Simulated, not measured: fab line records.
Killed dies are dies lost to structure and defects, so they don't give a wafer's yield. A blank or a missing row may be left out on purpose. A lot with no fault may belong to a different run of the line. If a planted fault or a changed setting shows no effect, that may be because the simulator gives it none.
Matching of chambers + flow gf180mcu + 4 sister chambers for GF_V1_CMP_04 on cmp-01
The step polishes SiO2. 8 wafers are shown with their chamber, then 12 later ones without.

## EACH WAFER AND ITS CHAMBER
| wafer  | chamber | motor current A (A) | time to endpoint s (s) |
|--------|---------|---------------------|------------------------|
| L085.5 | 1       | 12.7                | 83                     |
| L088.4 | 3       | 10.6                | 71                     |
| L089.3 | 2       | 12.6                | 84                     |
| L089.4 | 0       | 10.8                | 85                     |
| L089.5 | 0       | 11.1                | 88                     |
| L090.1 | 1       | 12.5                | 84                     |
| L090.3 | 3       | 10.5                | 76                     |
| L090.4 | 2       | 11.6                | 84                     |

## WAFERS WITHOUT THEIR CHAMBER
| wafer  | motor current A (A) | time to endpoint s (s) |
|--------|---------------------|------------------------|
| L094.4 | 10.4                | 83                     |
| L094.5 | 11.8                | 82                     |
| L094.6 | 12.2                | 87                     |
| L095.1 | 10.8                | 76                     |
| L095.3 | 11.0                | 71                     |
| L095.4 | 12.4                | 84                     |
| L096.1 | 12.8                | 71                     |
| L096.3 | 11.0                | 74                     |
| L096.6 | 10.9                | 74                     |
| L097.3 | 10.9                | 72                     |
| L097.4 | 12.1                | 83                     |
| L097.5 | 11.7                | 81                     |

## THE CHAMBER EACH PASSED THROUGH
| wafer  | from the rows above          | in truth                   |
|--------|------------------------------|----------------------------|
| L094.4 | 0                            | 0                          |
| L094.5 | can't be placed: 2 or 1 or 0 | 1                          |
| L094.6 | can't be placed: 2 or 1 or 0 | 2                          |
| L095.1 | 3                            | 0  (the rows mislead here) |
| L095.3 | 3                            | 3                          |
| L095.4 | can't be placed: 1 or 2      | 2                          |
| L096.1 | can't be placed: 1 or 3 or 2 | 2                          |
| L096.3 | 3                            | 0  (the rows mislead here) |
| L096.6 | 3                            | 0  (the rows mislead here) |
| L097.3 | 3                            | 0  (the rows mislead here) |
| L097.4 | can't be placed: 2 or 1      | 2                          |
| L097.5 | can't be placed: 2 or 1 or 0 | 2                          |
Correctly placed: 2 of 12. Can't be placed from these rows: 6 (the true chamber is among the candidates in 6). 4 placed wrongly.
How it was worked out, from the rows above alone: a wafer's distance from a chamber is the root of the sum, over the readings, of the square of ((its reading less the chamber's mean) divided by the reading's scatter). If the next closest chamber is less than 2 further off than the closest, the wafer can't be placed; otherwise it belongs to the closest. Each chamber's mean is taken over the wafers shown for it. How the scatter is found: for the shown wafers, subtract from each reading the mean of its chamber, square and add these, divide the total by (wafers less chambers), then take the root.
